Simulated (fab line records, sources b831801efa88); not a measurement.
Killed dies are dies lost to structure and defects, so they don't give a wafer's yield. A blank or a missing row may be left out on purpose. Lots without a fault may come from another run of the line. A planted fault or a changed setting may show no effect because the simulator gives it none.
Chamber matching | flow gf180mcu | GF_M5_ETCH_09 on rie_diel-04: 4 sister chambers
The step etches Si3N4 in CF4/O2, target depth 52 nm, time 11.6 s. 8 wafers are shown with their chamber, then 8 later ones without.

WAFERS WITH THEIR CHAMBER
wafer  | chamber | drypump_motor_current_A (A) | oes_product_au (a.u.)
L611.3 | 0       | 6.1                         | 1.007
L613.1 | 1       | 5.5                         | 1.010
L613.4 | 2       | 5.9                         | 1.018
L613.5 | 2       | 5.8                         | 1.012
L614.1 | 0       | 6.1                         | 1.012
L614.2 | 3       | 6.0                         | 1.021
L614.4 | 1       | 5.5                         | 1.004
L618.1 | 3       | 6.0                         | 1.013

WAFERS WITHOUT THEIR CHAMBER
wafer  | drypump_motor_current_A (A) | oes_product_au (a.u.)
L618.3 | 5.6                         | 1.006
L618.4 | 5.6                         | 1.003
L621.1 | 6.0                         | 1.019
L621.2 | 5.9                         | 1.020
L621.3 | 6.0                         | 1.021
L625.1 | 6.0                         | 1.019
L625.3 | 6.0                         | 1.022
L625.6 | 5.5                         | 0.994

WHICH CHAMBER EACH WENT THROUGH
wafer  | from the rows above     | in truth
L618.3 | 1                       | 1
L618.4 | 1                       | 1
L621.1 | 3                       | 3
L621.2 | can't be placed: 2 or 3 | 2
L621.3 | 3                       | 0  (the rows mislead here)
L625.1 | 3                       | 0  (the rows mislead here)
L625.3 | 3                       | 3
L625.6 | 1                       | 1
Placed correctly: 5 of 8. Can't be placed from these rows: 1 (the true chamber is among the candidates in 1). Placed wrongly: 2.
How it was worked out, from the rows above alone: a wafer's distance from a chamber is the root of the sum, over the readings, of the square of ((its reading less the chamber's mean) divided by the reading's scatter). The wafer belongs to the nearest chamber; if the next one is less than 2 further off, it can't be placed. A chamber's mean is the mean of its shown wafers. The scatter: the root of (the sum of the squares of (reading less its chamber's mean) over the shown wafers, divided by (wafers less chambers)).
